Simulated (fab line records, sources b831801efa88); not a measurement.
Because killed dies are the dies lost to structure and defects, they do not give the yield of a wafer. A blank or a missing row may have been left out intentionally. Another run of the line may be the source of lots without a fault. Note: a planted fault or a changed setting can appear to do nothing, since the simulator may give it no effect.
fab line records | flow sky130
[record] lots = 5 | wafers = 15 | last-day = 50
route steps=708 shown CONTACT@425 METAL1@434 PAD_OPEN@708
lots with no fault: from the same line, run without faults
start-h: the number of hours between the record's first day and the start of the first shown wafer of the lot | wait-h: hours since the lot's step before | " repeats the value in the row above | L1.1+2: several wafers, shown together as one row | - no value, or no start was given | * or withheld: withheld | < > ~ a bound
route shown NAME@n: a module of which the file shows steps, and the number in the route of the first | usual: mean/standard deviation taken from wafers without a fault | same: alike in all rows | chamber/n: place in a boat | sites: the reading at each site | _std_site: their standard deviation | _edge_site: inner sites' mean taken away from outer sites' mean | radius-mm: how far each site lies from the wafer's centre | mask NAME#n: copy n | behind: the last tool/chamber to shape the wafer | hold: reason for holding the lot/hours on hold/outcome of the hold | device: which transistor (n, p or np) failed to switch | end of line: tests of these same wafers at the route's end | a step without rows: its recipe alone | killed: at the first sort, the dies lost to defects and structure; wafer yield is something else | map: shows each die of a wafer: x if killed, . if not, _ if none is there
set.NAME: setting as actually run; set.NAME@STEP: the setting as run at that earlier step | model.NAME: the simulator's own value behind a step, which no gauge read
lots seen at some steps along the route; tables by step, rows by wafer
services: a tool's chamber out of use, with start hour (start-h, from the record's first day; less than 0 if before it), hours out, and reason
[[steps]]
[step SKY_CONTACT_STRIP_19]
[recipe] chemistry = O2/N2 | power-w = 1400 | pressure-mtorr = 1500 | platen-temp-c = withheld | o2-flow-sccm = 3000 | n2-flow-sccm = 300 | overash-fraction = 0.5
[step SKY_CONTACT_STRIP_20]
[recipe] chemistry = post-etch-residue-remover | time-s = 1200 | temp-c = 72.5
[step SKY_CONTACT_CLEAN_21]
[recipe] chemistry = IPA | time-s = 180 | temp-c = 25
[step SKY_CONTACT_CLEAN_22]
[recipe] chemistry = O3/DIW | dry = n2-spin
[step SKY_CONTACT_SPUTTER_23]
[recipe] material = TiN | target-thk-nm = 20 | chamber-pressure-pa = 5 | power-w = 4000 | time-s = 80
[step SKY_CONTACT_CVD_24]
[recipe] material = W | target-thk-nm = 340 | time-s = 102.12 | temp-c = 400 | pressure-torr = 40
[usual] heater-power-outer-w = 532/80 | heater-power-w = 883/130
lot.wafer | tool     | chamber | start-h | wait-h | heater-power-outer-w | heater-power-w | since-wet-clean-h
L529.1    | cvd-w-01 | 0       | 746.72  | 0.0    | 585                  | 1035           | 343
L529.5    | "        | 1       | "       | "      | 637                  | 1005           | -
L529.6    | "        | 0       | "       | "      | 578                  | 1021           | -
L533.1    | cvd-w-01 | 1       | 784.81  | 0.0    | 630                  | 1028           | 381
L533.2    | "        | 0       | "       | "      | 569                  | 1010           | 381
L533.6    | "        | 1       | "       | "      | 653                  | 990            | -
L536.1    | cvd-w-02 | 0       | 807.77  | 0.0    | 492                  | 809            | 904
L536.2    | "        | 1       | "       | "      | 427                  | 725            | 904
L536.4    | "        | 0       | "       | "      | 500                  | 816            | -
L544.3    | cvd-w-02 | 1       | 877.59  | 0.1    | 427                  | 708            | -
L544.5    | "        | 1       | "       | "      | 428                  | 721            | -
L544.6    | "        | 0       | "       | "      | 511                  | 834            | -
L548.2    | cvd-w-01 | 0       | 895.06  | 0.0    | 583                  | 1011           | 491
L548.3    | "        | 0       | "       | "      | 588                  | 1000           | -
L548.4    | "        | 1       | "       | "      | 630                  | 1047           | -
[step SKY_CONTACT_RS_MEAS_25]
[recipe] thk-meas-gauge = four-point-probe | reads = W_of_CONTACT_CVD_24+TiN_of_CONTACT_SPUTTER_23
[usual] CONTACT_W_RS = 0.338/0.0047
lot.wafer | tool          | chamber | start-h | wait-h | CONTACT_W_RS[ohm/sq]
L529.1    | film-metro-03 | -       | 746.83  | 0.1    | 0.342
L529.5    | "             | -       | "       | "      | 0.331
L529.6    | "             | -       | "       | "      | 0.340
L533.1    | film-metro-03 | -       | 784.92  | 0.1    | 0.336
L533.2    | "             | -       | "       | "      | 0.342
L533.6    | "             | -       | "       | "      | 0.335
L536.1    | film-metro-03 | -       | 807.88  | 0.1    | 0.336
L536.2    | "             | -       | "       | "      | 0.335
L536.4    | "             | -       | "       | "      | 0.342
L544.3    | film-metro-04 | -       | 877.70  | 0.1    | 0.335
L544.5    | "             | -       | "       | "      | 0.337
L544.6    | "             | -       | "       | "      | 0.339
L548.2    | film-metro-04 | -       | 895.19  | 0.1    | 0.340
L548.3    | "             | -       | "       | "      | 0.338
L548.4    | "             | -       | "       | "      | 0.333
[step SKY_CONTACT_THK_MEAS_26]
[recipe] thk-meas-gauge = xrf | reads = W_of_CONTACT_CVD_24
[usual] CONTACT_W_THK = 344/5
lot.wafer | tool          | chamber | start-h | wait-h | CONTACT_W_THK[nm]
L529.1    | film-metro-03 | -       | 746.95  | 0.1    | 340
L529.5    | "             | -       | "       | "      | 350
L529.6    | "             | -       | "       | "      | 344
L533.1    | film-metro-03 | -       | 785.04  | 0.1    | 349
L533.2    | "             | -       | "       | "      | 339
L533.6    | "             | -       | "       | "      | 348
L536.1    | film-metro-03 | -       | 808.00  | 0.1    | 345
L536.2    | "             | -       | "       | "      | 345
L536.4    | "             | -       | "       | "      | 340
L544.3    | film-metro-04 | -       | 877.80  | 0.1    | 344
L544.5    | "             | -       | "       | "      | 342
L544.6    | "             | -       | "       | "      | 339
L548.2    | film-metro-04 | -       | 895.30  | 0.1    | 343
L548.3    | "             | -       | "       | "      | 346
L548.4    | "             | -       | "       | "      | 350
[step SKY_CONTACT_CMP_27]
[recipe] stop-on = SiO2 | t-overpolish-s = 15 | down-force-psi = 3.5 | platen-rpm = 60 | target-thk-nm = 0 | pad-velocity-m-s = 0.94248
[usual] motor-current-A = 11.1/1.2 | overpolish-run-s = 14.999/0.0092 | slurry-flow-ml-min = 150.0/0.44 | time-to-endpoint-s = 82.2/2.4
lot.wafer | tool   | chamber | start-h | wait-h | motor-current-A | overpolish-run-s | slurry-flow-ml-min | time-to-endpoint-s
L529.1    | cmp-02 | 0       | 747.16  | 0.2    | 12.3            | 15.010           | 150.0              | 80.5
L529.6    | "      | 1       | "       | "      | 11.7            | 14.996           | 149.8              | 80.9
L529.5    | "      | 2       | "       | "      | 9.6             | 14.999           | 149.9              | 84.8
L533.1    | cmp-02 | 0       | 785.10  | 0.1    | 12.6            | 15.014           | 149.3              | 84.3
L533.2    | "      | 1       | "       | "      | 11.6            | 15.015           | 149.8              | 78.3
L533.6    | "      | 1       | "       | "      | 11.7            | 14.993           | 150.1              | 80.6
L536.2    | cmp-01 | 1       | 808.06  | 0.0    | 9.5             | 14.993           | 149.7              | 78.5
L536.1    | "      | 2       | "       | "      | 11.3            | 15.014           | 149.8              | 81.4
L536.4    | "      | 0       | "       | "      | 10.6            | 14.994           | 150.1              | 80.6
L544.3    | cmp-02 | 0       | 877.99  | 0.2    | 12.7            | 14.977           | 150.3              | 79.8
L544.5    | "      | 1       | "       | "      | 11.7            | 15.001           | 149.5              | 83.7
L544.6    | "      | 2       | "       | "      | 9.7             | 14.997           | 150.1              | 82.5
L548.4    | cmp-01 | 2       | 895.35  | 0.0    | 11.4            | 14.993           | 148.9              | 87.8
L548.3    | "      | 3       | "       | "      | 12.8            | 14.993           | 149.6              | 82.9
L548.2    | "      | 1       | "       | "      | 9.2             | 15.018           | 149.1              | 80.4
[step SKY_METAL1_SPUTTER_00]
[recipe] material = Ti | target-thk-nm = 15 | power-w = 3000 | time-s = 10 | chamber-pressure-pa = 0.4
[usual] cathode-dc-power-W = 2999.9/0.53 | throttle-valve-pct = 30.0/0.91
lot.wafer | tool           | chamber | start-h | wait-h | cathode-dc-power-W | throttle-valve-pct
L529.1    | pvd-sputter-01 | -       | 747.31  | 0.1    | 2999.8             | 30.2
L529.5    | "              | -       | "       | "      | 2999.7             | 28.5
L529.6    | "              | -       | "       | "      | 3000.4             | 29.0
L533.1    | pvd-sputter-04 | -       | 785.40  | 0.2    | 2999.6             | 31.3
L533.2    | "              | -       | "       | "      | 2999.6             | 31.0
L533.6    | "              | -       | "       | "      | 2999.7             | 29.7
L536.1    | pvd-sputter-04 | -       | 808.36  | 0.2    | 3000.1             | 30.8
L536.2    | "              | -       | "       | "      | 3001.5             | 29.8
L536.4    | "              | -       | "       | "      | 3000.2             | 31.4
L544.3    | pvd-sputter-01 | -       | 878.14  | 0.1    | 2999.6             | 29.1
L544.5    | "              | -       | "       | "      | 2998.6             | 30.5
L544.6    | "              | -       | "       | "      | 2999.8             | 30.1
L548.2    | pvd-sputter-04 | -       | 895.65  | 0.1    | 2999.7             | 31.1
L548.3    | "              | -       | "       | "      | 3000.5             | 29.9
L548.4    | "              | -       | "       | "      | 3000.1             | 29.7
[step SKY_METAL1_SPUTTER_01]
[recipe] material = TiN | target-thk-nm = 20 | power-w = 6500 | time-s = 16.7 | chamber-pressure-pa = 0.4
[usual] cathode-dc-power-W = 6500.1/1.2 | throttle-valve-pct = 30.0/0.93
lot.wafer | tool           | chamber | start-h | wait-h | cathode-dc-power-W | throttle-valve-pct
L529.1    | pvd-sputter-01 | -       | 747.33  | 0.0    | 6500.3             | 30.5
L529.5    | "              | -       | "       | "      | 6500.8             | 28.5
L529.6    | "              | -       | "       | "      | 6500.7             | 28.8
L533.1    | pvd-sputter-04 | -       | 785.42  | 0.0    | 6501.1             | 31.2
L533.2    | "              | -       | "       | "      | 6501.6             | 30.8
L533.6    | "              | -       | "       | "      | 6499.0             | 29.8
L536.1    | pvd-sputter-04 | -       | 808.39  | 0.0    | 6500.6             | 30.9
L536.2    | "              | -       | "       | "      | 6499.7             | 29.8
L536.4    | "              | -       | "       | "      | 6497.4             | 31.1
L544.3    | pvd-sputter-01 | -       | 878.17  | 0.0    | 6500.9             | 28.8
L544.5    | "              | -       | "       | "      | 6498.4             | 29.9
L544.6    | "              | -       | "       | "      | 6500.3             | 29.7
L548.2    | pvd-sputter-04 | -       | 895.68  | 0.0    | 6497.6             | 31.1
L548.3    | "              | -       | "       | "      | 6499.8             | 29.7
L548.4    | "              | -       | "       | "      | 6500.1             | 29.8
[step SKY_METAL1_SPUTTER_02]
[recipe] material = AlCu | target-thk-nm = 250 | power-w = 10600 | time-s = 13.3 | chamber-pressure-pa = 0.4
[step SKY_METAL1_SPUTTER_03]
[recipe] material = Ti | target-thk-nm = 5 | power-w = 3000 | time-s = 3.3 | chamber-pressure-pa = 0.4
[usual] cathode-dc-power-W = 3000.0/0.58 | throttle-valve-pct = 30.0/0.9
lot.wafer | tool           | chamber | start-h | wait-h | cathode-dc-power-W | throttle-valve-pct | model.Ti_of_METAL1_SPUTTER_03.thk-nm
L529.1    | pvd-sputter-01 | -       | 747.38  | 0.0    | 2999.5             | 30.1               | 4.962
L529.5    | "              | -       | "       | "      | 3000.2             | 28.9               | 4.991
L529.6    | "              | -       | "       | "      | 3000.5             | 28.8               | 5.071
L533.1    | pvd-sputter-04 | -       | 785.47  | 0.0    | 2999.8             | 31.5               | 5.11
L533.2    | "              | -       | "       | "      | 3000.3             | 30.7               | 5.054
L533.6    | "              | -       | "       | "      | 3000.8             | 29.6               | 5.044
L536.1    | pvd-sputter-04 | -       | 808.44  | 0.0    | 3000.4             | 31.1               | 4.967
L536.2    | "              | -       | "       | "      | 2999.9             | 29.6               | 4.928
L536.4    | "              | -       | "       | "      | 2865.3             | 31.3               | 4.601
L544.3    | pvd-sputter-01 | -       | 878.22  | 0.0    | 3001.0             | 28.8               | 5.12
L544.5    | "              | -       | "       | "      | 2999.3             | 30.2               | 5.189
L544.6    | "              | -       | "       | "      | 3000.4             | 29.9               | 5.072
L548.2    | pvd-sputter-04 | -       | 895.73  | 0.0    | 2999.2             | 31.1               | 4.951
L548.3    | "              | -       | "       | "      | 2999.5             | 29.5               | 4.912
L548.4    | "              | -       | "       | "      | 2999.6             | 29.7               | 4.943
[step SKY_METAL1_SPUTTER_04]
[recipe] material = TiN | target-thk-nm = 70 | power-w = 6500 | time-s = 58.3 | chamber-pressure-pa = 0.4
[usual] cathode-dc-power-W = 6500.1/1.2 | throttle-valve-pct = 30.0/0.89
lot.wafer | tool           | chamber | start-h | wait-h | cathode-dc-power-W | throttle-valve-pct
L529.1    | pvd-sputter-01 | -       | 747.40  | 0.0    | 6498.1             | 30.3
L529.5    | "              | -       | "       | "      | 6500.8             | 28.8
L529.6    | "              | -       | "       | "      | 6500.5             | 29.0
L533.1    | pvd-sputter-04 | -       | 785.49  | 0.0    | 6501.1             | 31.4
L533.2    | "              | -       | "       | "      | 6499.9             | 30.6
L533.6    | "              | -       | "       | "      | 6502.2             | 29.4
L536.1    | pvd-sputter-04 | -       | 808.46  | 0.0    | 6501.9             | 30.9
L536.2    | "              | -       | "       | "      | 6500.2             | 29.7
L536.4    | "              | -       | "       | "      | 6501.1             | 31.2
L544.3    | pvd-sputter-01 | -       | 878.23  | 0.0    | 6500.9             | 28.8
L544.5    | "              | -       | "       | "      | 6501.3             | 30.4
L544.6    | "              | -       | "       | "      | 6498.3             | 30.1
L548.2    | pvd-sputter-04 | -       | 895.74  | 0.0    | 6499.6             | 31.2
L548.3    | "              | -       | "       | "      | 6500.4             | 29.4
L548.4    | "              | -       | "       | "      | 6498.8             | 29.6
[step SKY_PAD_OPEN_PROBE_99]
[usual] defect-limited-yield = 82.0/2.1 | killed_at_M0_to_M3 = 45/7 | killed_at_M4_up = 3.4/1.8 | killed-at-contacts = 24/5.4 | killed-at-front-end = 16/4.8 | killed-at-other = 0.4/0.62 | killed-dies = 89/10 | killed-open = 48/7.2 | killed-short = 40/6.3 | sort_bin_3_pad_short = 0.9/0.39 | sort_bin_5_function = 10.7/1.5 | sort_bin_6_memory = 6.4/1.1 | sort-n-pass = 403/10 | sort-yield-pct = 82.0/2.1
[same] gross-dies = 492 | killed-at-back-side = 0 | sort_bin_4_leakage[%] = 0 | sort_bin_8_speed[%] = 0
lot.wafer | tool      | chamber | start-h | wait-h | defect-limited-yield[%] | killed_at_M0_to_M3 | killed_at_M4_up | killed-at-contacts | killed-at-front-end | killed-at-other | killed-dies | killed-open | killed-short | sort_bin_3_pad_short[%] | sort_bin_5_function[%] | sort_bin_6_memory[%] | sort-n-pass | sort-yield-pct[%]
L529.1    | prober-02 | -       | 1082.77 | 0.1    | 82.9                    | 44                 | 3               | 17                 | 20                  | 0               | 84          | 48          | 36           | 0.4                     | 10.8                   | 5.9                  | 408         | 82.9
L529.5    | prober-02 | -       | 1082.97 | 0.2    | 81.5                    | 52                 | 3               | 15                 | 21                  | 0               | 91          | 48          | 42           | 0.8                     | 11.2                   | 6.5                  | 401         | 81.5
L529.6    | prober-02 | -       | 1083.02 | 0.2    | 78.5                    | 55                 | 7               | 25                 | 19                  | 0               | 106         | 54          | 51           | 1.0                     | 13.2                   | 7.3                  | 386         | 78.5
L536.1    | prober-01 | -       | 1129.37 | 0.1    | 83.5                    | 41                 | 2               | 30                 | 8                   | 0               | 81          | 55          | 26           | 0.6                     | 9.1                    | 6.7                  | 411         | 83.5
L536.2    | prober-01 | -       | 1129.42 | 0.1    | 77.8                    | 51                 | 6               | 28                 | 23                  | 1               | 109         | 64          | 45           | 1.2                     | 13.4                   | 7.5                  | 383         | 77.8
L536.4    | prober-01 | -       | 1129.52 | 0.2    | 80.7                    | 53                 | 3               | 28                 | 10                  | 1               | 95          | 57          | 37           | 0.2                     | 11.8                   | 7.3                  | 397         | 80.7
// killed by level:class
L529.1 VIA1:geometric-particle:open=14 VIA2:geometric-particle:open=8 POLY_GATE:geometric-particle:short=7 METAL2:geometric-particle:short=6 FIELD_ISO:geometric-particle:open=5 METAL1:geometric-particle:short=5 LOCAL_INTERCONNECT:geometric-particle:open=4 CONTACT:geometric-particle:short=4
L529.5 VIA1:geometric-particle:open=13 VIA2:geometric-particle:open=9 VIA1:geometric-particle:short=9 VIA3:geometric-particle:open=7 FIELD_ISO:geometric-particle:short=6 FIELD_ISO:geometric-particle:open=6 CONTACT:geometric-particle:open=6 METAL2:geometric-particle:short=4
L529.6 VIA1:geometric-particle:open=12 VIA2:geometric-particle:open=11 VIA1:geometric-particle:short=7 VIA3:geometric-particle:open=6 FIELD_ISO:geometric-particle:short=5 LI_CONTACT:geometric-particle:short=5 LI_CONTACT:geometric-particle:open=5 CONTACT:geometric-particle:open=5
L536.1 CONTACT:geometric-particle:open=15 VIA1:geometric-particle:open=11 VIA3:geometric-particle:open=9 VIA2:geometric-particle:open=8 LI_CONTACT:geometric-particle:open=6 CONTACT:geometric-particle:short=4 METAL2:geometric-particle:short=4 LI_CONTACT:geometric-particle:short=3
L536.2 VIA1:geometric-particle:open=17 LI_CONTACT:geometric-particle:open=13 VIA1:geometric-particle:short=9 CONTACT:geometric-particle:open=9 FIELD_ISO:geometric-particle:short=8 FIELD_ISO:geometric-particle:open=7 VIA2:geometric-particle:open=6 METAL2:geometric-particle:short=5
L536.4 VIA1:geometric-particle:open=14 VIA3:geometric-particle:open=11 CONTACT:geometric-particle:open=10 LI_CONTACT:geometric-particle:open=9 VIA3:geometric-particle:short=8 METAL1:geometric-particle:short=5 LI_CONTACT:geometric-particle:short=4 VIA2:geometric-particle:open=4
[[services]]
tool           | chamber | start-h | hours | kind
cmp-01         | -       | 744.07  | 4.0   | pm
cmp-01         | -       | 748.07  | -     | consumable-replace:conditioner
cmp-01         | -       | 748.07  | -     | consumable-replace:pad
pvd-sputter-01 | 0       | 759.04  | -     | consumable-replace:kit
pvd-sputter-01 | 0       | 759.04  | 18.0  | scheduled-down
pvd-sputter-01 | 0       | 759.04  | 18.0  | vent-cycle
cmp-02         | -       | 771.08  | 0.4   | repair
pvd-sputter-01 | -       | 778.55  | 5.0   | repair
pvd-sputter-04 | 1       | 783.63  | -     | consumable-replace:kit
pvd-sputter-04 | 1       | 783.63  | 18.0  | scheduled-down
pvd-sputter-04 | 1       | 783.63  | 18.0  | vent-cycle
cvd-w-02       | -       | 808.26  | 2.1   | repair
cmp-01         | -       | 822.74  | 0.8   | repair
cmp-02         | -       | 839.59  | 19.0  | pm
cvd-w-01       | -       | 872.66  | 3.8   | pm
cvd-w-01       | -       | 891.72  | 0.8   | repair
cmp-02         | -       | 894.61  | 0.9   | repair
[[key]]
[first-sign] step = SKY_METAL1_SPUTTER_03 | reading = cathode-dc-power-W | direction = down | sigmas = 99+ | usual = 3000.0 | struck = 2865.3
effect none on later readings
[model-effect] step = SKY_METAL1_SPUTTER_03 | value = Ti_of_METAL1_SPUTTER_03.thk-nm | without = 4.825 | struck = 4.601
met-at SKY_METAL1_SPUTTER_03
struck-wafers L536.4
onset-between 785.47 808.44
[fault] kind = process-parameter-drift | tool = pvd-sputter-04 | chamber = - | onset-h = 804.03 | steps = SKY_METAL1_SPUTTER_03 | channel = power-w | offset = * | shape = step | end-h = 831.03 | acts-in = * | stated = * | scope = struck-wafers-only
